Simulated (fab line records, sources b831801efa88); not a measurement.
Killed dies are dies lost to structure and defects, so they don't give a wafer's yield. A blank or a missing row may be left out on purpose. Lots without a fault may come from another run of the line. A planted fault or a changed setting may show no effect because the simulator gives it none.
Which tool did it? | flow gf180mcu | 12 lots, 36 wafers sampled, at 5 steps of a route of 602

WHAT THE GAUGES READ, wafer by wafer
GF_CONTACT_RS_MEAS_25: measures by four-point-probe. Usual: CONTACT_W_RS 0.379 ohm/sq, standard deviation 0.0041.
lot  | measured     | on            | CONTACT_W_RS (ohm/sq) | flag
L808 | day 16 12:28 | film_metro-04 | 0.378 0.380 0.381     |
L809 | day 16 21:44 | film_metro-01 | 0.377 0.383 0.381     |
L812 | day 17 19:13 | film_metro-04 | 0.379 0.381 0.375     |
L814 | day 18 10:47 | film_metro-03 | 0.375 0.381 0.381     |
L816 | day 19 08:53 | film_metro-01 | 0.374 0.373 0.371     |
L819 | day 20 08:59 | film_metro-04 | 0.378 0.380 0.377     |
L820 | day 20 13:27 | film_metro-01 | 0.379 0.376 0.375     |
L822 | day 21 08:08 | film_metro-03 | 0.374 0.379 0.379     |
L824 | day 21 23:02 | film_metro-03 | 0.373 0.374 0.439     | OFF
L826 | day 22 14:00 | film_metro-03 | 0.443 0.442 0.377     | OFF
L830 | day 23 21:29 | film_metro-01 | 0.385 0.379 0.387     |
L831 | day 24 06:53 | film_metro-03 | 0.378 0.381 0.384     |

GF_CONTACT_THK_MEAS_26: measures by xrf. Usual: CONTACT_W_THK 315 nm, standard deviation 5.1.
lot  | measured     | on            | CONTACT_W_THK (nm) | flag
L808 | day 16 12:34 | film_metro-04 | 317 316 314        |
L809 | day 16 21:52 | film_metro-01 | 310 307 307        |
L812 | day 17 19:19 | film_metro-04 | 312 311 316        |
L814 | day 18 10:53 | film_metro-03 | 324 318 319        |
L816 | day 19 08:59 | film_metro-01 | 312 312 314        |
L819 | day 20 09:06 | film_metro-04 | 317 314 316        |
L820 | day 20 13:34 | film_metro-01 | 310 312 313        |
L822 | day 21 08:14 | film_metro-03 | 321 318 320        |
L824 | day 21 23:09 | film_metro-03 | 324 322 272        |
L826 | day 22 14:05 | film_metro-03 | 271 270 321        | OFF
L830 | day 23 21:37 | film_metro-01 | 302 308 302        |
L831 | day 24 07:01 | film_metro-03 | 320 318 316        |

GF_M1_THK_MEAS_06: measures by xrf. Usual: M1_ALCU_THK 450 nm, standard deviation 4.7.
lot  | measured     | on            | M1_ALCU_THK (nm) | flag
L808 | day 16 13:16 | film_metro-04 | 454 451 448      |
L809 | day 16 22:34 | film_metro-02 | 449 457 454      |
L812 | day 17 20:01 | film_metro-02 | 453 452 450      |
L814 | day 18 11:35 | film_metro-01 | 451 449 446      |
L816 | day 19 09:41 | film_metro-02 | 452 454 453      |
L819 | day 20 09:48 | film_metro-02 | 451 455 449      |
L820 | day 20 14:16 | film_metro-01 | 457 455 457      |
L822 | day 21 08:56 | film_metro-02 | 452 450 448      |
L824 | day 22 00:02 | film_metro-01 | 452 454 454      |
L826 | day 22 15:04 | film_metro-01 | 453 450 455      |
L830 | day 23 22:55 | film_metro-01 | 452 450 452      |
L831 | day 24 07:43 | film_metro-02 | 459 458 454      |

WHICH TOOL RAN EACH LOT (tool, then ch and the chambers of the sampled wafers, then the start)
lot  | GF_CONTACT_CVD_24             | GF_CONTACT_CMP_27
L808 | cvd_w-02 ch 0,1, day 16 12:20 | cmp-02 ch 1,2,3, day 16 12:40
L809 | cvd_w-02 ch 0,1, day 16 21:38 | cmp-02 ch 0,2,3, day 16 21:55
L812 | cvd_w-01 ch 0,1, day 17 19:05 | cmp-02 ch 0,3, day 17 19:22
L814 | cvd_w-02 ch 0,1, day 18 10:40 | cmp-02 ch 0,1, day 18 10:55
L816 | cvd_w-01 ch 1, day 19 08:43   | cmp-02 ch 0,2,3, day 19 09:02
L819 | cvd_w-01 ch 0,1, day 20 08:53 | cmp-02 ch 0,3, day 20 09:13
L820 | cvd_w-01 ch 0,1, day 20 13:21 | cmp-01 ch 0,1, day 20 13:41
L822 | cvd_w-01 ch 0,1, day 21 08:02 | cmp-01 ch 0,2,3, day 21 08:23
L824 | cvd_w-02 ch 0,1, day 21 22:56 | cmp-02 ch 0,1,3, day 21 23:23
L826 | cvd_w-02 ch 0,1, day 22 13:53 | cmp-02 ch 1,2,3, day 22 14:29
L830 | cvd_w-01 ch 0,1, day 23 21:23 | cmp-02 ch 0,1,3, day 23 21:40
L831 | cvd_w-01 ch 0,1, day 24 06:47 | cmp-02 ch 0,3, day 24 07:07
- GF_CONTACT_CVD_24: deposits W, target thk 300 nm, time 90.339 s.
- GF_CONTACT_CMP_27: polishes, stops on SiO2, t overpolish 15 s, target thk 0 nm.

WHAT THE TOOLS THEMSELVES READ (means of the sampled wafers that have a number; where no wafer has one, the mark that the record gives instead)
GF_CONTACT_CVD_24. Usual: heater_power_w 845 W, standard deviation 77; susceptor_temp_C 399.96 C, standard deviation 0.22.
lot  | tool     | heater_power_w (W) | susceptor_temp_C (C) | flag
L808 | cvd_w-02 | 929                | 399.75               |
L809 | cvd_w-02 | 872                | 400.27               |
L812 | cvd_w-01 | 786                | 399.88               |
L814 | cvd_w-02 | 921                | 400.01               |
L816 | cvd_w-01 | 780                | 399.78               |
L819 | cvd_w-01 | 792                | 399.77               |
L820 | cvd_w-01 | 814                | 400.13               |
L822 | cvd_w-01 | 797                | 400.13               |
L824 | cvd_w-02 | 920                | 397.09               | OFF
L826 | cvd_w-02 | 856                | 394.32               | OFF
L830 | cvd_w-01 | 823                | 399.99               |
L831 | cvd_w-01 | 813                | 400.17               |

GF_CONTACT_CMP_27. Usual: head_pressure_psi 3.500 psi, standard deviation 0.008; motor_current_A 11.0 A, standard deviation 0.73; slurry_flow_ml_min 150.0, standard deviation 0.45; time_to_endpoint_s 75 s, standard deviation 4.
lot  | tool   | head_pressure_psi (psi) | motor_current_A (A) | slurry_flow_ml_min | time_to_endpoint_s (s) | flag
L808 | cmp-02 | 3.505                   | 10.8                | 150.2              | 73                     |
L809 | cmp-02 | 3.503                   | 10.6                | 149.8              | 72                     |
L812 | cmp-02 | 3.496                   | 10.9                | 149.9              | 72                     |
L814 | cmp-02 | 3.510                   | 10.7                | 150.2              | 74                     |
L816 | cmp-02 | 3.497                   | 10.8                | 149.9              | 76                     |
L819 | cmp-02 | 3.491                   | 10.6                | 149.6              | 70                     |
L820 | cmp-01 | 3.508                   | 10.2                | 150.4              | 72                     |
L822 | cmp-01 | 3.507                   | 10.9                | 150.1              | 74                     |
L824 | cmp-02 | 3.505                   | 10.8                | 150.0              | 73                     |
L826 | cmp-02 | 3.501                   | 11.2                | 150.1              | 70                     |
L830 | cmp-02 | 3.498                   | 10.8                | 150.1              | 68                     |
L831 | cmp-02 | 3.492                   | 10.6                | 150.3              | 72                     |

THE ANSWER, worked out from the rows above alone
Rule: a lot is off if the mean of its wafers that have a number lies more than 3 standard deviations from the usual mean. A lot without any number at a reading at which 4 lots or more have one is off too. The other lots that the step has rows for count as sound. The gauges are gone through in route order, then the tools' own readings, and for those a lot's mean is taken as printed above. The first step at which some lot is off is used, and at that step the reading that is off furthest; a lot without a number counts as furthest.
Off: L824, L826, at GF_CONTACT_RS_MEAS_25 (CONTACT_W_RS).
A tool fits if, at a process step before that reading, it ran every lot that is off, and no sound lot after the first of them. The gauges at GF_CONTACT_RS_MEAS_25 aren't tried: what is off there is off at GF_CONTACT_CVD_24 too, on other tools, and a gauge's error can't cause that. One fits: cvd_w-02 at GF_CONTACT_CVD_24. Its last sound lot is L814 (day 18 10:40), its first lot that is off L824 (day 21 22:56): a fault that began between those two fits.
The tool's own readings at GF_CONTACT_CVD_24 bear it out: on the lots that are off they differ by more than 5 times the standard deviation of the sound lots' means. susceptor_temp_C reads 395.70 C there against 399.99 C on the sound lots.

WHAT THE SIMULATOR HAD PUT IN
Process parameter drift: cvd_w-02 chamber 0, from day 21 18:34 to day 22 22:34, at GF_CONTACT_CVD_24. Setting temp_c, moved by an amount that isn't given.
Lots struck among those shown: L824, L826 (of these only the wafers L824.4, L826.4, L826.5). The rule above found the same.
